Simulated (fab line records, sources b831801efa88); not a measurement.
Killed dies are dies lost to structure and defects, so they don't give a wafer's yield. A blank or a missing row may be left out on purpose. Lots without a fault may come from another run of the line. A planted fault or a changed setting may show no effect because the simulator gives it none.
One fault seen from 2 desks | flow gf180mcu | each desk has only its own numbers; what lay behind them comes last

THE METROLOGY DESK
What the gauges read, lot by lot, whatever tool the lot ran on: means of the sampled wafers that have a number. A lot is out of limits, marked OUT, if its mean lies more than 4 standard deviations from the usual mean; the brackets give that distance.
Columns: A = VT_IMPLANT_03_OVL at GF_VT_IMPLANT_OVL_MEAS_40, usual 0.0 nm
lot  | first seen here | A
L679 | day 9 02:06     | -0.9
L680 | day 9 04:23     | -0.1
L682 | day 10 02:57    | -1.6
L683 | day 10 06:09    | 140.2 (+93) OUT
L684 | day 10 11:06    | 139.9 (+93) OUT
L685 | day 10 16:05    | 1.6
L690 | day 12 04:55    | -0.5
L691 | day 12 10:41    | 0.9
L693 | day 13 00:24    | 0.5
L695 | day 13 14:16    | 1.9
L696 | day 13 21:25    | 2.4
This desk's finding: out of limits on L683, L684; first on L683, day 10 06:09 (VT_IMPLANT_03_OVL at GF_VT_IMPLANT_OVL_MEAS_40). In limits: L679, L680, L682, L685, L690, L691, L693, L695, L696.

THE TOOL OWNER'S DESK: iline_stepper-02
The tool's own readings at GF_VT_IMPLANT_EXPOSE_37 (exposes mask Nwell HV AREA, target cd 860 nm): means of the sampled wafers that have a number, for each lot that ran on this tool. A lot is out of limits, marked OUT, if its mean lies more than 4 standard deviations from the usual mean; the brackets give that distance.
Columns: A = exposure_dose_mJ_cm2 at GF_VT_IMPLANT_EXPOSE_37, usual 139.98; B = reticle_temp_C at GF_VT_IMPLANT_EXPOSE_37, usual 23.02 C
lot  | first seen here | A      | B
L679 | day 8 17:48     | 140.10 | 22.98
L680 | day 8 20:52     | 139.91 | 22.97
L682 | day 9 18:25     | 140.11 | 23.08
L683 | day 9 21:50     | 139.95 | 23.02
L684 | day 10 02:17    | 140.11 | 23.00
This desk's finding: nothing out of limits on any of the 5 lots.

PUT TOGETHER
The metrology desk could have raised an alarm at day 10 06:09, on L683, L684.
The tool owner's desk saw nothing out of limits.
The tool owner's desk has L683, L684 on record, within its limits.
Of the lots named, all ran GF_VT_IMPLANT_EXPOSE_37 on iline_stepper-02.

WHAT THE SIMULATOR HAD PUT IN
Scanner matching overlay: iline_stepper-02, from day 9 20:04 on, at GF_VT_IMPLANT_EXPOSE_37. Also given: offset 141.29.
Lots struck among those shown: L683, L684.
Hours from the fault's start to each desk's first reading out of limits: the metrology desk, 10.
